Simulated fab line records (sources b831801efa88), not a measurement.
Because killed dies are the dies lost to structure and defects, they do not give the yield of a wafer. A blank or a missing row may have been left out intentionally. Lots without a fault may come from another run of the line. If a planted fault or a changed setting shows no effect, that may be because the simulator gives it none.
Which tool was responsible? | flow gf180mcu | 11 lots, 33 wafers sampled, at 6 steps of a route of 602

## WHAT THE GAUGES SHOWED, per wafer
GF_M4_OVL_MEAS_15. Usual: M4_OVL -1 nm, standard deviation 5.2.
lot  | measured     | on         | M4_OVL (nm) | flag
L691 | day 23 02:49 | overlay-02 | -2 -5 1     | 
L693 | day 23 20:10 | overlay-02 | -5 -3 -4    | 
L694 | day 24 06:04 | overlay-02 | -9 -12 -11  | 
L695 | day 24 14:37 | overlay-02 | -3 2 0      | 
L697 | day 25 09:44 | overlay-01 | 4 3 4       | 
L699 | day 26 05:51 | overlay-02 | 1 -4 3      | 
L703 | day 27 17:02 | overlay-01 | -6 -7 -3    | 
L704 | day 28 01:55 | overlay-01 | -8 -4 -6    | 
L707 | day 28 17:47 | overlay-01 | -7 -9 -4    | 
L713 | day 30 10:05 | overlay-01 | -6 -6 -5    | 
L714 | day 30 15:34 | overlay-01 | 4 6 1       | 

GF_V5_THK_MEAS_01. Usual: V5_CVD_00_THK 299.5 nm, standard deviation 3.
lot  | measured     | on           | V5_CVD_00_THK (nm) | flag
L691 | day 26 01:34 | filmMetro-01 | 303.4 300.2 300.7  | 
L693 | day 26 20:13 | filmMetro-01 | 298.0 296.8 301.2  | 
L694 | day 27 01:59 | filmMetro-03 | 303.3 300.6 300.9  | 
L695 | day 27 09:19 | filmMetro-01 | 297.1 301.3 295.5  | 
L697 | day 28 03:05 | filmMetro-01 | 304.6 299.9 296.5  | 
L699 | day 28 21:35 | filmMetro-03 | 295.2 293.4 295.4  | 
L703 | day 30 06:59 | filmMetro-01 | 299.9 305.6 302.7  | 
L704 | day 30 13:59 | filmMetro-01 | 299.1 295.1 299.5  | 
L707 | day 31 05:03 | filmMetro-02 | 303.2 296.1 300.4  | 
L713 | day 32 19:34 | filmMetro-01 | 295.2 295.6 297.3  | 
L714 | day 32 22:48 | filmMetro-01 | 299.9 304.4 303.7  | 

GF_TOP_METAL_RS_MEAS_05: uses a four-point probe to measure. Usual: TOP_METAL_ALCU_RS 0.0328 ohm/sq, standard deviation 0.00039.
lot  | measured     | on           | TOP_METAL_ALCU_RS (ohm/sq)                | flag
L691 | day 27 01:45 | filmMetro-01 | 0.0329 0.0337 0.0330                      | 
L693 | day 27 19:39 | filmMetro-02 | 0.0336 0.0336 0.0333                      | 
L694 | day 28 00:24 | filmMetro-01 | 0.0327 0.0334 0.0331                      | 
L695 | day 28 07:36 | filmMetro-01 | 0.0325 0.0331 0.0333                      | 
L697 | day 29 00:43 | filmMetro-01 | 0.0330 0.0324 0.0326                      | 
L699 | day 29 18:17 | filmMetro-01 | 0.0331 0.0329 0.0330                      | 
L703 | day 31 02:58 | filmMetro-01 | 0.0330 0.0328 0.0329                      | 
L704 | day 31 09:31 | filmMetro-01 | 0.0327 0.0475 0.0473 0.0326 0.0476 0.0474 | OFF
L707 | day 32 01:11 | filmMetro-02 | 0.0333 0.0487 0.0475 0.0334 0.0486 0.0475 | OFF
L713 | day 33 14:10 | filmMetro-04 | 0.0331 0.0332 0.0331                      | 
L714 | day 33 17:09 | filmMetro-01 | 0.0330 0.0328 0.0324                      | 

GF_TOP_METAL_THK_MEAS_06: measures by xrf. Usual: TOP_METAL_ALCU_THK 925 nm, standard deviation 11.
lot  | measured     | on           | TOP_METAL_ALCU_THK (nm) | flag
L691 | day 27 01:52 | filmMetro-01 | 925 902 923             | 
L693 | day 27 19:46 | filmMetro-02 | 903 909 914             | 
L694 | day 28 00:31 | filmMetro-01 | 921 906 915             | 
L695 | day 28 07:43 | filmMetro-01 | 930 912 908             | 
L697 | day 29 00:50 | filmMetro-01 | 917 929 922             | 
L699 | day 29 18:23 | filmMetro-01 | 914 918 914             | 
L703 | day 31 03:03 | filmMetro-01 | 915 926 917             | 
L704 | day 31 18:25 | filmMetro-01 | 927 633 638 928 639 641 | OFF
L707 | day 32 03:07 | filmMetro-02 | 917 626 643 912 628 644 | OFF
L713 | day 33 14:16 | filmMetro-04 | 915 910 917             | 
L714 | day 33 17:16 | filmMetro-01 | 918 926 938             | 

## WHAT TOOL EACH LOT RAN ON (gives the tool, then ch and the chambers of the sampled wafers, and finally the start)
lot  | GF_M3_STRIP_17                      | GF_TOP_METAL_SPUTTER_02
L691 | plasmaAsher-03 ch 0,1, day 21 02:17 | pvdSputter-01, day 27 01:40
L693 | plasmaAsher-02 ch 0,1, day 21 19:20 | pvdSputter-04, day 27 19:32
L694 | plasmaAsher-03 ch 0,1, day 22 06:33 | pvdSputter-03, day 28 00:19
L695 | plasmaAsher-02 ch 0,1, day 22 15:12 | pvdSputter-03, day 28 07:31
L697 | plasmaAsher-03 ch 0,1, day 23 12:02 | pvdSputter-03, day 29 00:37
L699 | plasmaAsher-04 ch 0,1, day 24 08:31 | pvdSputter-01, day 29 18:10
L703 | plasmaAsher-03 ch 0,1, day 25 22:25 | pvdSputter-03, day 31 02:49
L704 | plasmaAsher-03 ch 0,1, day 26 05:39 | pvdSputter-01, day 31 09:26
L707 | plasmaAsher-03 ch 0,1, day 27 00:22 | pvdSputter-01, day 32 01:05
L713 | plasmaAsher-04 ch 0,1, day 28 17:43 | pvdSputter-03, day 33 14:02
L714 | plasmaAsher-04 ch 0,1, day 28 23:19 | pvdSputter-04, day 33 17:04
- GF_M3_STRIP_17: strips in O2/N2.
- GF_TOP_METAL_SPUTTER_02: material AlCu, target thk 900 nm, time 47.82 s.

## WHAT THE TOOLS THEMSELVES READ (means of the sampled wafers that have a number; where no wafer has one, the mark that the record gives instead)
GF_M3_STRIP_17. Usual: drypumpMotorCurrentA 5.8 A, standard deviation 0.41; heaterPowerW 354 W, standard deviation 30; oesProductAu 0.537 a.u., standard deviation 0.0047; stripTimeToEndpointS 7.37 s, standard deviation 0.057.
lot  | tool           | drypumpMotorCurrentA (A) | heaterPowerW (W) | oesProductAu (a.u.) | stripTimeToEndpointS (s) | flag
L691 | plasmaAsher-03 | 5.8                      | 359              | 0.543               | 7.38                     | 
L693 | plasmaAsher-02 | 6.1                      | 371              | 0.536               | 7.36                     | 
L694 | plasmaAsher-03 | 5.8                      | 358              | 0.534               | 7.35                     | 
L695 | plasmaAsher-02 | 6.1                      | 372              | 0.531               | 7.36                     | 
L697 | plasmaAsher-03 | 5.7                      | 364              | 0.537               | 7.33                     | 
L699 | plasmaAsher-04 | 5.4                      | 284              | 0.541               | 7.41                     | 
L703 | plasmaAsher-03 | 5.8                      | 362              | 0.536               | 7.37                     | 
L704 | plasmaAsher-03 | 5.8                      | 361              | 0.539               | 7.40                     | 
L707 | plasmaAsher-03 | 5.7                      | 365              | 0.539               | 7.43                     | 
L713 | plasmaAsher-04 | 5.4                      | 286              | 0.535               | 7.38                     | 
L714 | plasmaAsher-04 | 5.4                      | 284              | 0.541               | 7.44                     | 

GF_TOP_METAL_SPUTTER_02. Usual: cathodeDcPowerW 10600 W, standard deviation 2.1; substrateTempC 250.01 C, standard deviation 0.17; throttleValvePct 30.2 %, standard deviation 0.77.
lot  | tool          | cathodeDcPowerW (W) | substrateTempC (C) | throttleValvePct (%) | flag
L691 | pvdSputter-01 | 10601               | 250.05             | 30.3                 | 
L693 | pvdSputter-04 | 10601               | 250.07             | 30.4                 | 
L694 | pvdSputter-03 | 10600               | 250.12             | 29.9                 | 
L695 | pvdSputter-03 | 10601               | 250.00             | 30.7                 | 
L697 | pvdSputter-03 | 10602               | 250.06             | 30.1                 | 
L699 | pvdSputter-01 | 10599               | 250.02             | 30.4                 | 
L703 | pvdSputter-03 | 10601               | 250.09             | 30.3                 | 
L704 | pvdSputter-01 | 10599               | 250.06             | 30.1                 | 
L707 | pvdSputter-01 | 10601               | 249.93             | 30.1                 | 
L713 | pvdSputter-03 | 10599               | 250.09             | 30.0                 | 
L714 | pvdSputter-04 | 10601               | 250.05             | 30.5                 | 

## THE ANSWER, worked out from the rows above alone
Rule: take the mean of a lot's wafers that have a number; if it is more than 3 standard deviations from the usual mean, the lot is off. Also off: a lot with no number at a reading for which 4 or more lots have one. All remaining lots with rows at the step are treated as sound. After the gauges, taken in route order, come the tools' own readings; for these a lot's mean is taken, as printed above. At the first step where some lot is off, the reading lying furthest off is the one used; lots without a number count as furthest.
Off: L704, L707, seen at GF_TOP_METAL_RS_MEAS_05 (TOP_METAL_ALCU_RS).
If a tool, at a process step before that reading, ran all the lots that are off and no sound lot after the first of them, it fits. The gauges at GF_TOP_METAL_RS_MEAS_05 are tried like those tools. This does not decide it: 2 tools fit, namely plasmaAsher-03 at GF_M3_STRIP_17 and pvdSputter-01 at GF_TOP_METAL_SPUTTER_02.

## WHAT THE SIMULATOR HAD INSERTED
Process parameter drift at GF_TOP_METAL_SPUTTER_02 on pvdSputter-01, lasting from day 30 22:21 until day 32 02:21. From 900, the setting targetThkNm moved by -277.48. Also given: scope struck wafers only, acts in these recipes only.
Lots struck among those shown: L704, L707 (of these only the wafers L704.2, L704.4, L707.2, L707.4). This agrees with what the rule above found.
